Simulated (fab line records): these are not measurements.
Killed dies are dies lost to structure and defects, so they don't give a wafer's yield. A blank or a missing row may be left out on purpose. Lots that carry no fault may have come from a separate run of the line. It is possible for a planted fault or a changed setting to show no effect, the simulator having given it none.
A lot that was struck, set against a sound lot || flow sfq_line || 15 out of 325 route steps
Sound: these wafers, L902.1, L902.4, L902.5. Struck: wafers L908.3, L908.4, L908.6. Last of all comes the cause.
For every step that has rows: the tool of each side, followed by ch and its chambers, followed by its first start. Under that, the readings that differ: sound wafers || struck wafers || difference of the means || sigmas: that difference in standard deviations of wafers without a fault.
alike: readings with means less than 2 such deviations apart, plus words and numbers identical on both sides. not compared: withheld readings, readings lacking a value on some wafer, bounds such as >300 that could conceal the same value, and numbers that have no deviation in the record and whose values overlap.
Wherever a step has rows on one side only, a row that says differs or no value, or a row with sigmas, the two part there. When numbers do not overlap yet have no deviation, they are printed without sigmas and do not part them. A reading missing from all wafers of one side parts the sides only when that side holds two or more wafers.

SFQ_TRILAYER_R5_DEP_SPUTTER_132: material Ti, target thk 5 nm, time 5 s.
  sound on pvd_sputter-04, day 61 22:07; struck on pvd_sputter-06, day 62 17:11
  alike: chamber_pressure_pa, throttle_valve_pct
SFQ_TRILAYER_R5_DEP_SPUTTER_133: material MoNx, target thk 40 nm, time 66.7 s.
  sound on pvd_sputter-04, day 61 22:08; struck on pvd_sputter-06, day 62 17:12
  alike: chamber_pressure_pa, throttle_valve_pct
SFQ_TRILAYER_R5_DEP_SPUTTER_134: material Ti, target thk 5 nm, time 5 s.
  sound on pvd_sputter-04, day 61 22:12; struck on pvd_sputter-06, day 62 17:15
  alike: chamber_pressure_pa, throttle_valve_pct
SFQ_R5_RS_MEAS_933: measures by four-point-probe.
  sound on film_metro-03, day 61 22:13; struck on film_metro-03, day 62 17:19
  alike: R5_MONX_RS
SFQ_R5_THK_MEAS_934: measures by xrf.
  sound on film_metro-03, day 61 22:20; struck on film_metro-03, day 62 17:25
  alike: R5_MONX_THK
then, 6 steps without rows for these wafers: SFQ_TRILAYER_R5_LITHO_COAT_141 (resist thk 62 nm); SFQ_TRILAYER_R5_LITHO_COAT_136 (resist thk 600 nm); SFQ_TRILAYER_R5_LITHO_SOFTBAKE_140; SFQ_TRILAYER_R5_LITHO_EXPOSE_137 (exposes mask R5, target cd 500 nm); SFQ_TRILAYER_R5_LITHO_PEB_139 (peb time 60 s); SFQ_TRILAYER_R5_LITHO_DEVELOP_138 (time 60 s).
-- the record jumps here: 5 days lie between the struck wafers' starts before and after --
SFQ_R5_OVL_MEAS_935:
  sound on overlay-01, day 66 21:43; struck on overlay-02, day 67 10:56
  alike: R5_OVL
SFQ_TRILAYER_R5_BARC_OPEN_METAL_ETCH_177: etches BARC in O2, target depth 125 nm, time 41.7 s.
  sound on rie_metal-03 ch 1, day 66 21:45; struck on rie_metal-02 ch 0,1, day 67 10:58
{"reading": "oes_product_au (a.u.)", "sound": "0.683 0.689 0.685", "struck": "0.573 0.580 0.583", "difference": -0.107, "sigmas": -22}
{"reading": "run_length_s (s)", "sound": "70.0 70.1 70.1", "struck": "93.7 93.1 92.8", "difference": "+23.1", "sigmas": "+49"}
{"reading": "model.KrF_of_TRILAYER_R5_LITHO_COAT_136.thk_nm (nm)", "sound": "528.6 528.5 527.4", "struck": "494.4 498.7 497.4", "difference": -31.3, "sigmas": ""}
  alike: drypump_motor_current_A
  not compared: rf_hours_counter_h
SFQ_TRILAYER_R5_ETCH_METAL_ETCH_139: etches the open film in Cl2, stops on SiO2, target depth 60 nm, time 40 s.
  sound on rie_metal-03 ch 1, day 66 21:49; struck on rie_metal-02 ch 0,1, day 67 11:02
{"reading": "model.KrF_of_TRILAYER_R5_LITHO_COAT_136.thk_nm (nm)", "sound": "505.1 504.9 504.1", "struck": "470.5 475.1 473.7", "difference": -31.6, "sigmas": ""}
  alike: drypump_motor_current_A, oes_product_au, run_length_s
  not compared: rf_hours_counter_h
SFQ_TRILAYER_R5_STRIP_STRIP_140: strips in O2.
  sound on rie_metal-03 ch 1, day 66 21:52; struck on rie_metal-02 ch 0,1, day 67 11:16
  alike: drypump_motor_current_A, oes_product_au
  not compared: rf_hours_counter_h

== WHERE THEY PART ==
Only at SFQ_TRILAYER_R5_BARC_OPEN_METAL_ETCH_177, within this record. Later steps at which nothing parts them and some readings are alike: SFQ_TRILAYER_R5_ETCH_METAL_ETCH_139, SFQ_TRILAYER_R5_STRIP_STRIP_140.

WHY: what the simulator had put in
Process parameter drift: rie_metal-02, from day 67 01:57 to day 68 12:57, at SFQ_TRILAYER_R5_BARC_OPEN_METAL_ETCH_177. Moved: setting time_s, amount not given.
